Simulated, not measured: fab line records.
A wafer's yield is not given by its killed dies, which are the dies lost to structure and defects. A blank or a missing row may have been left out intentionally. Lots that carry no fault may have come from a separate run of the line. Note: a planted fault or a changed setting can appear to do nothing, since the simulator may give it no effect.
A struck lot beside a sound one + flow sky130 + 22 out of 708 route steps
Sound: these wafers, L485.2, L485.5, L485.6. Wafers L495.1, L495.5, L495.6 were the ones struck. Last of all comes the cause.
For every step that has rows: the tool of each side, followed by ch and its chambers, followed by its first start. Under that, the readings that differ: sound wafers + struck wafers + difference of the means + sigmas: that difference in standard deviations of wafers without a fault.
alike: a reading whose means differ by less than 2 such deviations, as well as words and numbers matching on both sides. not compared: withheld readings; readings where some wafer has no value; bounds like >300 that might hide an equal value; numbers whose values overlap and for which the record gives no deviation.
Wherever a step has rows on one side only, a row that says differs or no value, or a row with sigmas, the two part there. Numbers that have no deviation but don't overlap get no sigmas and don't part them. Lack of a reading on every wafer of one side parts them only where that side has two or more wafers.

SKY_POLY_GATE_THK_MEAS_21:
  sound on film metro-04 at day 18 16:37; struck on film metro-01 at day 22 10:25
| reading                      | sound          | struck         | difference | sigmas |
|------------------------------|----------------|----------------|------------|--------|
| POLY_GATE_OXIDATION_THK (nm) | 4.19 4.20 4.21 | 4.01 4.01 3.84 | -0.25      | -3     |
SKY_POLY_GATE_CD_MEAS_22:
  sound on cd sem-02 at day 18 16:41; struck on cd sem-01 at day 22 10:29
  alike: cd nm
then, 7 steps without rows for these wafers: SKY_LDD_N_DEHYDRATE_00 (time 60 s); SKY_LDD_N_HMDS_01 (prime time 60 s); SKY_LDD_N_COAT_02 (resist thk 300 nm); SKY_LDD_N_SOFTBAKE_03 (time 60 s); SKY_LDD_N_EXPOSE_04 (exposes mask NTM, target cd 840 nm); SKY_LDD_N_PEB_05; SKY_LDD_N_DEVELOP_06 (develop time 60 s).
SKY_LDD_N_OVL_MEAS_07:
  sound on overlay-01 at day 19 22:36; struck on overlay-01 at day 23 15:53
  alike: LDD_N_OVL
then, 2 steps without rows for these wafers: SKY_LDD_N_IMPLANT_08; SKY_LDD_N_IMPLANT_09.
SKY_LDD_N_IMPLANT_10:
  sound on implanter-04 ch 0, day 19 22:57; struck on implanter-04 ch 0, day 23 16:13
| reading            | sound                         | struck                          | difference | sigmas      |
|--------------------|-------------------------------|---------------------------------|------------|-------------|
| beam on s (s)      | 10.31 9.74 10.03              | 39.85 41.71 42.22               | +31.23     | +99 or more |
| dose ions cm2      | 7.492e+13 7.504e+13 7.502e+13 | 3.998e+14 3.9978e+14 3.9985e+14 | +3.248e+14 | +99 or more |
| faraday current uA | 410 432 422                   | 568 540 535                     | +126       | +15         |
  alike: end station pressure torr
then, 5 steps without rows for these wafers: SKY_LDD_N_IMPLANT_11; SKY_LDD_N_IMPLANT_12; SKY_LDD_N_IMPLANT_13; SKY_LDD_N_IMPLANT_14; SKY_LDD_N_IMPLANT_15.
SKY_LDD_N_STRIP_16: strips in O2/N2.
  sound on plasma asher-03 ch 0,1, day 19 23:50; struck on plasma asher-03 ch 0,1, day 23 17:07
| reading                      | sound             | struck            | difference | sigmas |
|------------------------------|-------------------|-------------------|------------|--------|
| strip time to endpoint s (s) | 4.307 4.314 4.320 | 5.105 5.094 5.095 | +0.784     | +49    |
  alike: chamber pressure mTorr, drypump motor current A, oes product au
  not compared: rf hours counter h
SKY_LDD_N_TW_MEAS_17:
  sound on film metro-03 at day 19 23:56; struck on film metro-04 at day 23 17:13
| reading  | sound          | struck         | difference | sigmas |
|----------|----------------|----------------|------------|--------|
| LDD_N_TW | 2534 2518 2540 | 2892 2900 2894 | +365       | +12    |
then, 1 step without rows for these wafers: SKY_LDD_P_DEHYDRATE_00 (time 60 s).
-- record jumps: 26 days separate the struck wafers' starts on either side; left off in module LDD_P, taken up again in module PAD_OPEN, whose first shown step is the route's number 708 --
SKY_PAD_OPEN_PROBE_99:
  sound on prober-01 at day 47 05:48; struck on prober-01 at day 49 13:18
| reading                                   | sound             | struck            | difference | sigmas |
|-------------------------------------------|-------------------|-------------------|------------|--------|
| killed open                               | 40 41 33          | 55 60 54          | +18        | +3     |
| model.etest.tip n.rs ohm sq               | 448.3 451.8 450.8 | 299.4 297.9 299.7 | -151.3     |        |
| model.etest.nfet_01v8.r on ohm um         | 892 890.7 900.2   | 807.5 793.8 789   | -97.5      |        |
| model.etest.nfet_01v8_turned.drive ua um  | 466.3 459 455.8   | 509.2 521 523.9   | +57.7      |        |
| model.etest.nfet_01v8_swapped.drive ua um | 468.9 456.8 461.9 | 511.5 524 526.3   | +58.1      |        |
| model.etest.nfet_01v8_lvt.drive ua um     | 530.2 531 521.2   | 581.1 594 594.5   | +62.4      |        |
| model.etest.nfet_01v8.drive ua um         | 465.9 456.5 460.8 | 503.7 514.9 516   | +50.5      |        |
| model.etest.sram nfet pass.drive ua um    | 443.8 433.9 439.1 | 467.5 497.8 491.2 | +46.6      |        |
  alike: killed_at_M0_to_M3, killed_at_M4_up, killed at contacts, killed at front end, killed at other, killed dies, killed short
  not compared: model.etest.tip n.rs ohm sq range

## WHERE THEY PART
Earliest at SKY_POLY_GATE_THK_MEAS_21; latest, in this record, at SKY_PAD_OPEN_PROBE_99.

WHY: whatever the simulator had introduced
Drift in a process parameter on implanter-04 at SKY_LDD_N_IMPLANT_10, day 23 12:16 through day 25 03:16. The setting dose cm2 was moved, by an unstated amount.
